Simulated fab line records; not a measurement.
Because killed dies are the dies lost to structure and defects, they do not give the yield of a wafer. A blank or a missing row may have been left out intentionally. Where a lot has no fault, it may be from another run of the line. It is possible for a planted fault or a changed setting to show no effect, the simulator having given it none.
8D (eight disciplines) problem report, filled in by code | flow sky130 | the parts of the form that need people (team, actions taken, sign-off) are left out

## 1. WHAT WENT WRONG
overpolish-run-s at SKY_VIA1_CMP_24 reads a mean of 12.375 s on 9 wafers of 3 lots; wafers without a fault read 14.999 s with a standard deviation of 0.0094. So: -99 or more standard deviations from the usual mean.
The step: polishes, stops on SiO2, t overpolish 15 s, target thk 0 nm.
The first sign was on wafer L323.4 at day 37 14:32, on cmp-01. The record has a number at this step for 36 wafers belonging to 12 lots. Rule for "out" (also "out of limits"): further than 4 standard deviations from the usual mean. The other wafers with a number count as sound.

## 2. WHAT IT IS AND WHAT IT IS NOT
question                    | is                     | is not
which readings at this step | overpolish-run-s       | motor-current-A, slurry-flow-ml-min
which lots                  | L322, L323, L324       | L313, L316, L319, L320, L321, L326, L332, L334, L335
which wafers of those lots  | all that have a number | -
read on which tools         | cmp-01                 | cmp-02
when                        | from day 37 14:32      | up to then (12 sound wafers); but 15 sound wafers of L321, L326, L332, L334, L335 came after

## 3. WHAT RULES OUT EACH SUSPECT
Counting: any tool at a process step up to the reading is kept as a suspect provided that every lot that is out went through it and no sound lot did after the first of them.
- cmp-01 at SKY_VIA1_CMP_24 (polishes, stops on SiO2, t overpolish 15 s, target thk 0 nm): ruled out as a lasting fault. The sound lots L335 went through it after L323, its earliest lot that is out (day 37 14:32).
Left after counting: nothing in the record.

## 4. THE CAUSE (what the simulator had put in)
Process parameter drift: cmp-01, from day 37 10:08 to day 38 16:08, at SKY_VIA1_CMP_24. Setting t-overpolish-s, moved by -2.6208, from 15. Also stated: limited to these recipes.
Counting ruled it out, wrongly.

## 5. THE CHAIN OF EFFECTS, in route order
Each row: a reading whose mean over the struck wafers that have a number lies more than 3 standard deviations from the usual. Only readings for which the record gives a usual standard deviation are gone through. hours: the time from each lot's start at the first step in this table that gives one to its start at this step, as a median over the lots. sigmas: the change in usual standard deviations.
hours | step            | reading          | usual    | on struck wafers | change | sigmas
0     | SKY_VIA1_CMP_24 | overpolish-run-s | 14.999 s | 12.375           | -2.624 | -99 or more
Process steps it contains:
- SKY_VIA1_CMP_24: polishes, stops on SiO2, t overpolish 15 s, target thk 0 nm.

## 6. HOW IT WOULD HAVE BEEN CAUGHT EARLIER
The fault began at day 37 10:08; the first out-of-limits reading in this record came at day 37 14:32, 4 hours later.
